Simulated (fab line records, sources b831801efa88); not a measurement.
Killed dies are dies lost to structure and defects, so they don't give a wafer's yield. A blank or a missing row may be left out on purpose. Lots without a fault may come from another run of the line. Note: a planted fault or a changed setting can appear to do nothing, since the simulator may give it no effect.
Struck lot and sound lot, side by side    flow sky130    34 steps out of a route of 708
Sound: wafers L240.2, L240.3, L240.4. The struck wafers were L231.1, L231.2, L231.4. At the end, the cause is stated.
Per side, at each step with rows, come the tool, then ch with its chambers, and then its first start. Under that, the readings that differ: sound wafers    struck wafers    difference of the means    sigmas: that difference in standard deviations of wafers without a fault.
alike: words and numbers the same on both sides, and readings whose means are apart by under 2 such deviations; not compared: readings that were withheld, readings missing a value for some wafer, numbers with overlapping values and no deviation given by the record, and bounds like >300 which may hide the same value.
A row with sigmas, a row that says differs or no value, or rows on one side alone: a step with any of these is where the two part. Numbers that don't overlap but have no deviation are shown without sigmas and don't part them. Lack of a reading on every wafer of one side parts them only where that side has two or more wafers.

first, 7 steps without rows for these wafers: SKY_SONOS_TUNNEL_DEVELOP_06 (develop time 60 s); SKY_SONOS_TUNNEL_IMPLANT_09; SKY_SONOS_TUNNEL_WET_ETCH_10 (etches SiO2 in dHF, target depth 14 nm, time 280 s); SKY_SONOS_TUNNEL_STRIP_11 (strips in SPM, time 600 s); SKY_SONOS_TUNNEL_CLEAN_13 (cleans in dHF, time 20 s); SKY_SONOS_ONO_OXIDATION_00 (stabilise 600 s, purge 300 s, target thk 2.6 nm); SKY_SONOS_ONO_CVD_02 (deposits Si3N4 from DCS/NH3, target thk 10.5 nm, time 180 s).
SKY_SONOS_ONO_CVD_04: deposits SiO2 from SiH4/N2O, target thk 5.7199 nm.
  sound on lpcvd-03 ch 0, day 17 09:21; struck on lpcvd-03 ch 1, day 14 05:35
reading                                    sound              struck             difference  sigmas
spikeTcBottomC (C)                         918.7 919.9 918.8  911.1 911.3 909.9  -8.4        -8
spikeTcCentreC (C)                         900.0 899.8 901.2  896.3 896.9 895.3  -4.2        -4
spikeTcLowerC (C)                          898.8 899.1 900.0  939.8 940.2 940.4  +40.8       +34
zonePowerBottomPct (%)                     28.1 27.5 27.5     22.3 22.5 22.7     -5.2        -6
zonePowerCentrePct (%)                     19.3 19.3 19.5     7.9 7.8 8.0        -11.5       -4
zonePowerLowerPct (%)                      16.4 16.6 16.6     28.9 29.3 28.9     +12.5       +15
model.SiO2_of_SONOS_ONO_CVD_04.thkNm (nm)  5.711 5.764 5.836  6.906 6.6 6.161    +0.785      
  alike: susceptorTempC
SKY_SONOS_ONO_THK_MEAS_05:
  struck on filmMetro-03, day 14 06:50; sound on filmMetro-02, day 17 10:37
reading                    sound           struck          difference  sigmas
SONOS_ONO_CVD_04_THK (nm)  5.64 5.74 5.84  6.90 6.62 6.17  +0.82       +8
then, 23 steps without rows for these wafers: SKY_SONOS_ONO_DEHYDRATE_06 (time 60 s); SKY_SONOS_ONO_HMDS_07 (prime time 60 s); SKY_SONOS_ONO_COAT_08 (resist thk 1140 nm); SKY_SONOS_ONO_SOFTBAKE_09 (time 60 s); SKY_SONOS_ONO_EXPOSE_10 (exposes mask ONOM, target cd 410 nm); SKY_SONOS_ONO_PEB_11; SKY_SONOS_ONO_DEVELOP_12 (develop time 60 s); SKY_SONOS_ONO_ETCH_15 (etches the open film in CHF3/O2, target depth 19.52 nm, time 7.8 s); SKY_SONOS_ONO_WET_ETCH_16 (etches SiO2 in dHF, target depth 14 nm, time 280 s); SKY_SONOS_ONO_STRIP_17 (strips in O2/N2); SKY_SONOS_ONO_WET_ETCH_18 (etches Si3N4 in H3PO4, target depth 15 nm, time 172 s); SKY_GATE_OXIDE_CLEAN_00 (cleans in SC1/SC2, time 150 s); SKY_GATE_OXIDE_OXIDATION_01 (stabilise 600 s, purge 300 s, target thk 10.268 nm); SKY_GATE_OXIDE_DEHYDRATE_03 (time 60 s); SKY_GATE_OXIDE_HMDS_04 (prime time 60 s); SKY_GATE_OXIDE_COAT_05 (resist thk 1140 nm); SKY_GATE_OXIDE_SOFTBAKE_06 (time 60 s); SKY_GATE_OXIDE_EXPOSE_07 (exposes mask LVOM, target cd 600 nm); SKY_GATE_OXIDE_PEB_08; SKY_GATE_OXIDE_DEVELOP_09 (develop time 60 s); SKY_GATE_OXIDE_IMPLANT_11; SKY_GATE_OXIDE_WET_ETCH_12 (etches SiO2 in dHF, target depth 16.8 nm, time 336 s); SKY_GATE_OXIDE_STRIP_13 (strips in O2/N2).
-- the record jumps here: 2 days lie between the struck wafers' starts before and after --
SKY_GATE_OXIDE_CLEAN_15: cleans in SC1/SC2, time 150 s.
  sound on wetBench-01 ch 0, day 20 01:47; struck on wetBench-01 ch 2, day 16 18:40
reading                                    sound              struck             difference  sigmas
model.SiO2_of_SONOS_ONO_CVD_04.thkNm (nm)  4.187 4.237 4.313  5.393 5.088 4.652  +0.799      
-- record jumps: 31 days separate the struck wafers' starts on either side; left off in module GATE_OXIDE, taken up again in module PAD_OPEN, whose first shown step is the route's number 708 --
SKY_PAD_OPEN_PROBE_99:
  struck on prober-01, day 47 20:47; sound on prober-02, day 49 20:36
reading                              sound                 struck                difference  sigmas
model.etest.sonosErased.driveUaUm    175.8 165 180.2       105 145.8 142.5       -43         
model.etest.sonosUncharged.rOnOhmUm  804.3 799.6 805.9     841.1 831.3 833.7     +32.1       
model.etest.capOno.gateLog10ACm2     -8.012 -8.204 -8.168  -9.584 -9.137 -8.578  -0.972      
model.etest.capOno.gateBvV (V)       16.68 16.82 16.79     17.65 17.07 17.38     +0.60       
model.etest.capOno.toxAccNm (nm)     12.91 13.02 13.01     14.17 13.86 13.43     +0.84       
model.etest.sonosProgrammed.vtV (V)  1.424 1.392 1.392     0.7056 0.8811 1.197   -0.4748     
model.etest.sonosErased.vtV (V)      -2.261 -2.197 -2.25   -1.536 -1.805 -2.025  +0.447      
  alike: killed_at_M0_to_M3, killed_at_M4_up, killedAtContacts, killedAtFrontEnd, killedAtOther, killedDies, killedOpen, killedShort
  not compared: model.etest.sonosProgrammed.offLog10AUm

== WHERE THEY PART ==
First at SKY_SONOS_ONO_CVD_04; last, within this record, at SKY_SONOS_ONO_THK_MEAS_05. Later steps at which nothing parts them and some readings are alike: SKY_PAD_OPEN_PROBE_99.

WHY: the cause the simulator had injected
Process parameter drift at SKY_SONOS_ONO_CVD_04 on lpcvd-03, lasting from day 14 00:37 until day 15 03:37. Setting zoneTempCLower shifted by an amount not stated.
